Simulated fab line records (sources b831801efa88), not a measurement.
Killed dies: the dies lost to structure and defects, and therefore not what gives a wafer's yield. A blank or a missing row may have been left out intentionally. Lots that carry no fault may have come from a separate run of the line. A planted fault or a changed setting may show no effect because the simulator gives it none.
Matching of chambers -- flow sfq_line -- SFQ_TRILAYER_I5_BARC_OPEN_VIA_ETCH_200 on rie_diel-02 has 4 sister chambers
The step etches BARC in O2, target depth 125 nm, time 41.7 s. 14 wafers are shown with their chamber, then 7 later ones without.

## WAFERS WITH THEIR CHAMBER
wafer,chamber,drypump_motor_current_A (A),oes_product_au (a.u.)
L447.1,3,5.7,0.684
L447.2,0,6.0,0.681
L447.3,1,4.8,0.689
L449.1,0,6.0,0.688
L449.2,3,5.7,0.685
L449.4,2,6.3,0.687
L454.2,0,6.0,0.685
L454.3,3,5.7,0.683
L454.5,1,4.8,0.690
L456.1,0,6.0,0.683
L456.3,1,4.8,0.683
L456.4,2,6.2,0.680
L461.1,2,6.3,0.676
L461.2,1,4.8,0.688

SIGNATURES (averages over the wafers above)
reading,chamber 0,chamber 1,chamber 2,chamber 3,scatter within a chamber
drypump_motor_current_A,6.000,4.800,6.267,5.700,0.0258
oes_product_au,0.68425,0.68750,0.68100,0.68400,0.00346
Rule: distance of a wafer from a chamber = root of the sum over the readings of ((wafer's reading minus chamber's mean) / reading's scatter) squared. If the next closest chamber is less than 2 further off than the closest, the wafer can't be placed; otherwise it belongs to the closest. The scatter: take each reading less its chamber's mean, square it, sum over the shown wafers, divide by the number of wafers less the number of chambers, and take the root.

## WAFERS MISSING THEIR CHAMBER
wafer,drypump_motor_current_A (A),oes_product_au (a.u.)
L461.3,5.7,0.690
L464.1,5.7,0.681
L464.4,4.8,0.687
L464.5,5.7,0.679
L466.1,6.0,0.684
L466.4,4.8,0.683
L466.5,4.8,0.678

## CHAMBER TAKEN BY EACH
wafer,from the rows above,in truth
L461.3,3,3
L464.1,3,3
L464.4,1,1
L464.5,3,3
L466.1,0,0
L466.4,1,1
L466.5,1,1
Placed correctly: 7 of 7. From these rows, 0 cannot be placed. Wrongly placed: 0.
